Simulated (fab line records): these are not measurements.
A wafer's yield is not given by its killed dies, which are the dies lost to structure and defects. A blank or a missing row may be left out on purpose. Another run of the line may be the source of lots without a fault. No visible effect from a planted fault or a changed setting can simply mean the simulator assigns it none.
Which tool did it? | flow sky130 | 6 lots, 18 wafers sampled, at 2 steps of a route of 708

== WHAT THE GAUGES SHOWED, per wafer ==
SKY_VIA2_RS_MEAS_22: uses a four-point probe to measure.
lot  | measured     | on            | VIA2_W_RS (ohm/sq)
L807 | day 37 23:42 | film-metro-01 | 0.275 0.280 0.272
L810 | day 38 17:00 | film-metro-01 | 0.281 0.282 0.276
L813 | day 39 12:44 | film-metro-03 | 0.280 0.276 0.277
L815 | day 39 22:51 | film-metro-04 | 0.273 0.276 0.272
L824 | day 42 08:20 | film-metro-03 | 0.281 0.284 0.282
L827 | day 43 05:11 | film-metro-04 | 0.273 0.275 0.278

== TOOL THAT RAN EACH LOT (tool first, then ch and the chambers of the sampled wafers, then the start) ==
lot  | SKY_SONOS_ONO_OXIDATION_00
L807 | furnace-02 ch 0, day 13 02:06
L810 | furnace-02 ch 0, day 13 21:29
L813 | furnace-02 ch 0, day 14 17:09
L815 | furnace-01 ch 0, day 15 05:23
L824 | furnace-02 ch 0, day 18 04:37
L827 | furnace-01 ch 0, day 19 04:29
- SKY_SONOS_ONO_OXIDATION_00: stabilise 600 s, purge 300 s, target thk 2.6 nm.

== THE ANSWER, worked out from the rows above alone ==
Rule: what is usual is taken from the lots themselves. Put in order of their means at a reading, lots are off if they are a third of the lots or fewer, leave a main group of 4 or more, and stand apart from it by a gap of 3 or more times the standard deviation of the main group's means; of several such gaps the widest counts. Not used: any main group whose means are identical at the precision the tables above print for the reading. A lot without any number at a reading at which 4 lots or more have one is off too. Any other lot the step has rows for is counted as sound.
Nothing can be told from this: no lot is off at any reading shown.

== WHAT THE SIMULATOR HAD PUT IN ==
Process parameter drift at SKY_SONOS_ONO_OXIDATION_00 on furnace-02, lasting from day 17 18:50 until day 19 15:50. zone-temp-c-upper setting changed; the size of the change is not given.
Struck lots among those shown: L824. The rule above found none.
